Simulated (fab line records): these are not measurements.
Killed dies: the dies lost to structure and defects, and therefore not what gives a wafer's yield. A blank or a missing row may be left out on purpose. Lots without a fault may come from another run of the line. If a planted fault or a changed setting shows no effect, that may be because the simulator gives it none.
A lot that was struck, set against a sound lot -- flow sky130 -- 18 steps out of a route of 708
Sound: wafers L108.3, L108.4, L108.6. Struck: wafers L122.4, L122.6. (L122.2 of the same lot was not struck and is left out.) The cause comes at the end.
At each step with rows: each side's tool, then ch and its chambers, then its first start. Under that, the readings that differ: sound wafers -- struck wafers -- difference of the means -- sigmas: that difference in standard deviations of wafers without a fault.
alike: a reading whose means differ by less than 2 such deviations, as well as words and numbers matching on both sides. not compared: withheld readings; readings where some wafer has no value; bounds like >300 that might hide an equal value; numbers whose values overlap and for which the record gives no deviation.
The two part at a step that has a row with sigmas, a row that says differs or no value, or rows on one side only. Numbers that have no deviation but don't overlap get no sigmas and don't part them. A reading missing from all wafers of one side parts the sides only when that side holds two or more wafers.

first, 3 steps without rows for these wafers: SKY_VIA2_EXPOSE_09 (exposes mask VIM2, target cd 200 nm); SKY_VIA2_PEB_10; SKY_VIA2_DEVELOP_11 (develop time 60 s).
SKY_VIA2_CD_MEAS_12 targets a cd of 200 nm.
  sound on cd-sem-01, day 36 17:14; struck on cd-sem-01, day 40 21:34
  alike: cd-nm
SKY_VIA2_OVL_MEAS_13:
  sound on overlay-02, day 36 17:19; struck on overlay-02, day 40 21:40
  alike: VIA2_OVL
SKY_VIA2_ETCH_14: etches BARC in N2/H2, stops on SiO2, time 45.9 s, target depth 60 nm.
  sound on rie-diel-02 ch 1,2,3, day 36 17:20; struck on rie-diel-04 ch 0,2, day 40 21:42
  alike: drypump-motor-current-A, oes-product-au, throttle-valve-pct
  not compared: rf-hours-counter-h
SKY_VIA2_ETCH_15: etches SiO2 in C4F8/O2/Ar, stops on TiN, target depth 546 nm, time 84 s.
  sound on rie-diel-02 ch 1,2,3, day 36 17:23; struck on rie-diel-04 ch 0,2, day 40 21:44
  alike: oes-product-au
  not compared: rf-hours-counter-h
SKY_VIA2_STRIP_16: strips in O2/N2.
  sound on plasma-asher-04 ch 0,1, day 36 17:29; struck on plasma-asher-02 ch 0,1, day 40 21:48
  alike: drypump-motor-current-A, oes-product-au, strip-time-to-endpoint-s
  not compared: rf-hours-counter-h
then, 3 steps without rows for these wafers: SKY_VIA2_STRIP_17 (strips in post etch residue remover, time 1200 s); SKY_VIA2_CLEAN_18 (cleans in IPA, time 180 s); SKY_VIA2_CLEAN_19 (cleans in O3/DIW).
SKY_VIA2_SPUTTER_20: material TiN, target thk 20 nm, time 80 s.
  sound on pvd-sputter-03, day 36 18:10; struck on pvd-sputter-03, day 40 22:23
  alike: throttle-valve-pct
SKY_VIA2_CVD_21: deposits W, target thk 420 nm, time 126.4 s.
  sound on cvd-w-01 ch 0,1, day 36 18:16; struck on cvd-w-01 ch 0, day 40 22:27
reading,sound,struck,difference,sigmas
chamber-pressure-Torr (Torr),39.83 39.93 39.93,51.68 51.62,+11.75,+99 or more
model.W_of_VIA2_CVD_21.thk-nm (nm),420.6 414.1 419.9,480.1 479.3,+61.5,
  alike: heater-power-w
SKY_VIA2_RS_MEAS_22: measurement is done with a four-point probe.
  sound on film-metro-02, day 36 18:24; struck on film-metro-04, day 40 22:53
reading,sound,struck,difference,sigmas
VIA2_W_RS (ohm/sq),0.272 0.276 0.273,0.239 0.239,-0.035,-11
  not compared: hold
SKY_VIA2_THK_MEAS_23: measures by xrf.
  sound on film-metro-02, day 36 18:30; struck on film-metro-04, day 40 23:46
reading,sound,struck,difference,sigmas
VIA2_W_THK (nm),445 437 442,498 499,+57,+8
  not compared: hold
SKY_VIA2_CMP_24: polishes, stops on SiO2, t overpolish 20 s, target thk 0 nm.
  sound on cmp-02 ch 1,3, day 36 18:35; struck on cmp-02 ch 1, day 41 01:02
reading,sound,struck,difference,sigmas
hold,- - -,await-dispo/1.0h/release await-dispo/1.0h/release,no value on the sound wafers,
  alike: edge-zone-pressure-frac, motor-current-A, time-to-endpoint-s
SKY_METAL3_SPUTTER_00: material Ti, target thk 15 nm, time 10 s.
  sound on pvd-sputter-01, day 36 18:50; struck on pvd-sputter-04, day 41 01:20
  alike: throttle-valve-pct
-- the record jumps here: 8 days lie between the struck wafers' starts before and after (it left off in module METAL3 and takes up again in module PAD_OPEN, whose first step shown is number 708 of the route) --
SKY_PAD_OPEN_PROBE_99:
  sound on prober-02, day 46 04:35; struck on prober-01, day 49 11:02
  alike: defect-limited-yield, killed_at_M0_to_M3, killed_at_M4_up, killed-at-contacts, killed-at-front-end, killed-at-other, killed-dies, killed-open, killed-short, sort_bin_3_pad_short, sort_bin_5_function, sort_bin_6_memory, sort-n-pass, sort-yield-pct

WHERE THEY PART
At SKY_VIA2_CVD_21 first; at SKY_VIA2_CMP_24 last (within this record only). Later steps at which nothing parts them and some readings are alike: SKY_METAL3_SPUTTER_00, SKY_PAD_OPEN_PROBE_99.

WHY: what had been put in by the simulator
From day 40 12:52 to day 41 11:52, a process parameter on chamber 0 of cvd-w-01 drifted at SKY_VIA2_CVD_21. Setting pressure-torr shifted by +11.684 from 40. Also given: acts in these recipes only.
